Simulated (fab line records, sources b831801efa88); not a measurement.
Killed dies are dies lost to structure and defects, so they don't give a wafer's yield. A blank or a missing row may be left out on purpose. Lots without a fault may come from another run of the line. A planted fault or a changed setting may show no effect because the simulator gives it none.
Problem report in the 8D (eight disciplines) form, filled by code | flow gf180mcu | the parts of the form that need people (team, actions taken, sign-off) are left out

1. THE PROBLEM
DUAL_GATE_OXIDATION_00_THK at GF_DUAL_GATE_THK_MEAS_03 reads a mean of 12.51 nm on 6 wafers of 2 lots; wafers without a fault read 10.91 nm with a standard deviation of 0.23. That is +6.9 standard deviations from the usual mean.
First seen on wafer L962.1, day 10 03:10, on film_metro-03. The record holds 39 wafers of 13 lots with a number at this step. Rule for "out", or "out of limits": more than 4 standard deviations from the usual mean. The other wafers with a number count as sound.

2. WHAT IT IS AND WHAT IT IS NOT
question                    | is                           | is not
which readings at this step | DUAL_GATE_OXIDATION_00_THK   | -
which lots                  | L962, L963                   | L953, L956, L957, L958, L959, L960, L961, L971, L973, L974, L976
which wafers of those lots  | all that have a number       | -
read on which gauges        | film_metro-02, film_metro-03 | film_metro-01
when                        | from day 10 03:10            | up to then (21 sound wafers); but 12 sound wafers of L971, L973, L974, L976 came after

3. SUSPECTS, AND WHAT RULES EACH OUT
Counting: a tool at a process step up to the reading stays a suspect if it ran every lot that is out and no sound lot after the first of them.
- the gauge at GF_DUAL_GATE_THK_MEAS_03: ruled out. The wafers that are out were read on 2 gauges (film_metro-02, film_metro-03).
- furnace-02 at GF_DUAL_GATE_OXIDATION_02 (stabilise 600 s, purge 300 s, target thk 10.887 nm): ruled out as a lasting fault. Sound lots L973, L974 ran on it after its first lot that is out, L962 (day 10 01:43).
Left after counting: nothing in the record.

4. THE CAUSE (what the simulator had put in)
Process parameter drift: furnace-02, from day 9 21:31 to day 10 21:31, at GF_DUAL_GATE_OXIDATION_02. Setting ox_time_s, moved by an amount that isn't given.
Counting ruled it out, wrongly: the rule takes a fault to strike every lot that its tool runs from its start on, and this one did not.

5. THE CHAIN OF EFFECTS, in route order
Each row: a reading whose mean over the struck wafers that have a number lies more than 3 standard deviations from the usual. Only readings for which the record gives a usual standard deviation are gone through. hours: the time from each lot's start at the first step in this table that gives one to its start at this step, as a median over the lots. sigmas: the change in usual standard deviations.
hours | step                     | reading                    | usual    | on struck wafers | change | sigmas
0     | GF_DUAL_GATE_THK_MEAS_03 | DUAL_GATE_OXIDATION_00_THK | 10.91 nm | 12.51            | +1.60  | +6.9
Later measuring or inspecting steps at which every struck wafer that the step has a row for has a number for every such reading, and none has moved that far: GF_DUAL_GATE_OVL_MEAS_11.

6. WHAT WOULD HAVE CAUGHT IT SOONER
In this record the first reading out of limits at a measuring or inspecting step was taken at day 10 03:10, 6 hours after the fault began at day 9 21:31.
Of the tool readings at GF_DUAL_GATE_OXIDATION_02 for which the record gives a usual standard deviation, none was out on any struck wafer, so an alarm limit of 4 standard deviations on them would not have fired.
